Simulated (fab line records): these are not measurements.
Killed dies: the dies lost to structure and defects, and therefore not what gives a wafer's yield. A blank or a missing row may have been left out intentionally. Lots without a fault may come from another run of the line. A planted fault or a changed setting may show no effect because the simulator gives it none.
Shared-tool check | flow sky130 | Sampled: 12 lots, 36 wafers

## WHY IT WAS OPENED
At SKY_SONOS_ONO_THK_MEAS_01 the reading SONOS_ONO_OXIDATION_THK is flagged on 2 of 12 lots. Wafers without a fault read 2.61 nm, standard deviation 0.053.
Rule: a lot is flagged when every wafer of it that has a number lies more than 4 standard deviations from that mean, or none has a number. As for the other lots, they are considered sound.

lot  | measured     | on            | SONOS_ONO_OXIDATION_THK (nm), wafer by wafer | flag
L597 | day 12 06:58 | film metro-01 | 2.60 2.64 2.61                               |
L598 | day 12 15:47 | film metro-01 | 2.52 2.59 2.58                               |
L600 | day 13 03:28 | film metro-04 | 2.58 2.62 2.62                               |
L604 | day 14 10:59 | film metro-03 | 2.17 2.22 2.19                               | FLAGGED
L605 | day 14 16:53 | film metro-01 | 2.09 2.14 2.12                               | FLAGGED
L606 | day 15 04:33 | film metro-04 | 2.56 2.62 2.67                               |
L611 | day 17 01:15 | film metro-04 | 2.67 2.66 2.66                               |
L612 | day 17 04:07 | film metro-04 | 2.68 2.68 2.63                               |
L615 | day 18 06:21 | film metro-04 | 2.57 2.59 2.64                               |
L616 | day 18 15:38 | film metro-01 | 2.57 2.52 2.52                               |
L617 | day 18 22:04 | film metro-04 | 2.56 2.60 2.57                               |
L618 | day 19 05:20 | film metro-01 | 2.61 2.64 2.58                               |
Average over the flagged lots: 2.16 nm; offset from the usual -0.45 nm, equal to -9 standard deviations.

## EACH LOT AND THE TOOL IT RAN ON
The record holds 1 process step before the reading, out of a route of 708 steps. Read each cell as the tool, then ch plus the chambers that the sampled wafers visited, then the start.
lot  | flag    | SKY_SONOS_ONO_OXIDATION_00
L597 |         | furnace-01 ch 0, day 12 05:36
L598 |         | furnace-02 ch 0, day 12 14:25
L600 |         | furnace-02 ch 0, day 13 02:07
L604 | FLAGGED | furnace-02 ch 0, day 14 09:38
L605 | FLAGGED | furnace-02 ch 0, day 14 15:30
L606 |         | furnace-01 ch 0, day 15 03:12
L611 |         | furnace-01 ch 0, day 16 23:54
L612 |         | furnace-01 ch 0, day 17 02:46
L615 |         | furnace-02 ch 0, day 18 05:01
L616 |         | furnace-02 ch 0, day 18 14:17
L617 |         | furnace-02 ch 0, day 18 20:43
L618 |         | furnace-02 ch 0, day 19 03:58
These steps, and what they do:
- SKY_SONOS_ONO_OXIDATION_00: stabilise 600 s, purge 300 s, target thk 2.6 nm.
- SKY_SONOS_ONO_THK_MEAS_01

## FLAGGED AGAINST TOTAL, ONE TOOL AT A TIME (gauges that did the reading follow at the end)
step                       | tool          | lots run | flagged | share of the flagged lots | sound lots run after its first flagged lot
SKY_SONOS_ONO_OXIDATION_00 | furnace-01    | 4        | 0       | none                      | -
SKY_SONOS_ONO_OXIDATION_00 | furnace-02    | 8        | 2       | all                       | 4 (L615,L616,L617,L618)
SKY_SONOS_ONO_THK_MEAS_01  | film metro-01 | 5        | 1       | some                      | 2 (L616,L618)
SKY_SONOS_ONO_THK_MEAS_01  | film metro-03 | 1        | 1       | some                      | 0
SKY_SONOS_ONO_THK_MEAS_01  | film metro-04 | 6        | 0       | none                      | -

## WHAT THE TABLE PERMITS
Rows of the table that ran each flagged lot: 1, that is furnace-02 at SKY_SONOS_ONO_OXIDATION_00.
- furnace-02 at SKY_SONOS_ONO_OXIDATION_00 ran 8 lots, 2 of them flagged. After the first flagged lot (L615, L616, L617, L618), sound lots still ran on it; a lasting fault on the whole tool would not permit that.
There is no row in the table that ran each flagged lot and no sound lot after the first.

## WHAT THE SIMULATOR HAD INSERTED
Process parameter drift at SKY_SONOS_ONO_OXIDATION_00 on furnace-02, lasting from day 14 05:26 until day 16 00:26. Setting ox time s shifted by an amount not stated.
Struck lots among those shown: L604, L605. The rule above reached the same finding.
